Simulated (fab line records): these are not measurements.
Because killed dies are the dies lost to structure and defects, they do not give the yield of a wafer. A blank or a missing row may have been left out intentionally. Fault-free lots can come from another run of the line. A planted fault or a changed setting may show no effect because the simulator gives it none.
Which tool did it?	flow sky130	18 wafers from 6 lots sampled at 2 of the route's 708 steps

WHAT THE GAUGES READ, wafer by wafer
SKY_VIA4_THK_MEAS_01.
lot	measured	on	VIA4_HDPCVD_THK (nm)
L270	day 41 23:50	filmMetro-03	1782 1766 1753
L272	day 42 19:29	filmMetro-01	1745 1737 1706
L275	day 43 18:19	filmMetro-01	1725 1738 1785
L281	day 45 01:18	filmMetro-04	1773 1782 1753
L285	day 46 11:49	filmMetro-01	1774 1734 1745
L286	day 47 00:21	filmMetro-03	1741 1738 1738

WHICH TOOL RAN EACH LOT (tool, then ch and the chambers of the sampled wafers, then the start)
lot	SKY_CAP2M_METAL_ETCH_13
L270	rieMetal-03 ch 0,1, day 40 23:14
L272	rieMetal-04 ch 0,1, day 41 17:58
L275	rieMetal-04 ch 0,1, day 42 17:02
L281	rieMetal-04 ch 0, day 44 00:37
L285	rieMetal-01 ch 0,1, day 45 13:51
L286	rieMetal-04 ch 0, day 46 01:53
- SKY_CAP2M_METAL_ETCH_13: etches TiN in Cl2/BCl3, stops on SiO2, target depth 220 nm, time 62.9 s.

THE ANSWER, worked out from the rows above alone
Rule: the lots themselves supply what counts as usual. The widest of any qualifying gaps counts: lots, ordered by their means at a reading, are off when they make up no more than a third of the lots, leave a main group of 4 or more, and stand apart from it by 3 or more times the standard deviation of that group's means. Not used: any main group whose means are identical at the precision the tables above print for the reading. Also off: a lot with no number at a reading for which 4 or more lots have one. All remaining lots with rows at the step are treated as sound.
Nothing can be told from this: no lot is off at any reading shown.

WHAT THE SIMULATOR PUT IN
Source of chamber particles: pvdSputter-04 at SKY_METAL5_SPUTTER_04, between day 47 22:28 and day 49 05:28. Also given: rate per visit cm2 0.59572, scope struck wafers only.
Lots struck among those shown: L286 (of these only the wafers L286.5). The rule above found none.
